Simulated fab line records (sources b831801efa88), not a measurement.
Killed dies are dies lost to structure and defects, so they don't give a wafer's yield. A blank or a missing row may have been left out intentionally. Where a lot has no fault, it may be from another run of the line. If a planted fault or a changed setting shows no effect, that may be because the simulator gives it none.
Struck lot and sound lot, side by side | flow gf180mcu | 14 steps out of a route of 602
Sound: wafers L324.3, L324.4, L324.6. Wafers L314.1, L314.2, L314.5 were the ones struck. The cause is named last.
For every step that has rows: the tool of each side, followed by ch and its chambers, followed by its first start. Under that, the readings that differ: sound wafers | struck wafers | difference of the means | sigmas: that difference in standard deviations of wafers without a fault.
alike: readings with means less than 2 such deviations apart, plus words and numbers identical on both sides. not compared: withheld readings, readings lacking a value on some wafer, bounds such as >300 that could conceal the same value, and numbers that have no deviation in the record and whose values overlap.
The two part at a step that has a row with sigmas, a row that says differs or no value, or rows on one side only. Numbers that don't overlap but have no deviation are shown without sigmas and don't part them. Lack of a reading on every wafer of one side parts them only where that side has two or more wafers.

GF_M4_SPUTTER_01: material TiN, target thk 30 nm, time 25 s.
  struck on pvd_sputter-02, day 24 11:50; sound on pvd_sputter-04, day 27 23:41
  alike: chamber_pressure_pa, throttle_valve_pct
GF_M4_SPUTTER_02: material AlCu, target thk 450 nm, time 23.9 s.
  struck on pvd_sputter-02, day 24 11:52; sound on pvd_sputter-04, day 27 23:43
  alike: chamber_pressure_pa, throttle_valve_pct
GF_M4_SPUTTER_03: material Ti, target thk 10 nm, time 6.7 s.
  struck on pvd_sputter-02, day 24 11:54; sound on pvd_sputter-04, day 27 23:45
  alike: chamber_pressure_pa, throttle_valve_pct
GF_M4_SPUTTER_04: material TiN, target thk 50 nm, time 41.7 s.
  struck on pvd_sputter-02, day 24 11:55; sound on pvd_sputter-04, day 27 23:46
  alike: chamber_pressure_pa, throttle_valve_pct
GF_M4_RS_MEAS_05: a four-point-probe measurement.
  struck on film_metro-04, day 24 11:58; sound on film_metro-02, day 27 23:51
  alike: M4_ALCU_RS
GF_M4_THK_MEAS_06: measures by xrf.
  struck on film_metro-04, day 24 12:05; sound on film_metro-02, day 27 23:57
  alike: M4_ALCU_THK
then, 6 steps without rows for these wafers: GF_M4_DEHYDRATE_07 (time 60 s); GF_M4_HMDS_08 (prime time 60 s); GF_M4_COAT_09 (resist thk 1000 nm); GF_M4_SOFTBAKE_10 (time 60 s); GF_M4_EXPOSE_11 (exposes mask Metal4, target cd 280 nm); GF_M4_PEB_12 (peb time 90 s).
GF_M4_DEVELOP_13: develop time 60 s.
  sound on litho_track-03 ch 0, day 28 19:41; struck on litho_track-03, day 25 09:23
  no value came back on the struck wafers for chill_plate_temp_C (C), develop_time_s (s); on the sound wafers chill_plate_temp_C (C) reads 23.01 22.90 23.04
  reading                             | sound             | struck         | difference | sigmas
  model.KrF_of_M4_COAT_09.thk_nm (nm) | 981.6 980.3 984.5 | 1003 1006 1002 | +22        |
GF_M4_CD_MEAS_14: target cd 280 nm.
  struck on cd_sem-02, day 25 09:32; sound on cd_sem-02, day 28 19:50
  reading    | sound             | struck | difference                    | sigmas
  cd_nm (nm) | 279.2 279.1 279.6 | - - -  | no value on the struck wafers |

== WHERE THEY PART ==
Earliest at GF_M4_DEVELOP_13; latest, in this record, at GF_M4_CD_MEAS_14.

WHY: whatever the simulator had introduced
Entire step skipped (litho_track-03, GF_M4_DEVELOP_13), from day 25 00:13 onward. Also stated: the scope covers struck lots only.
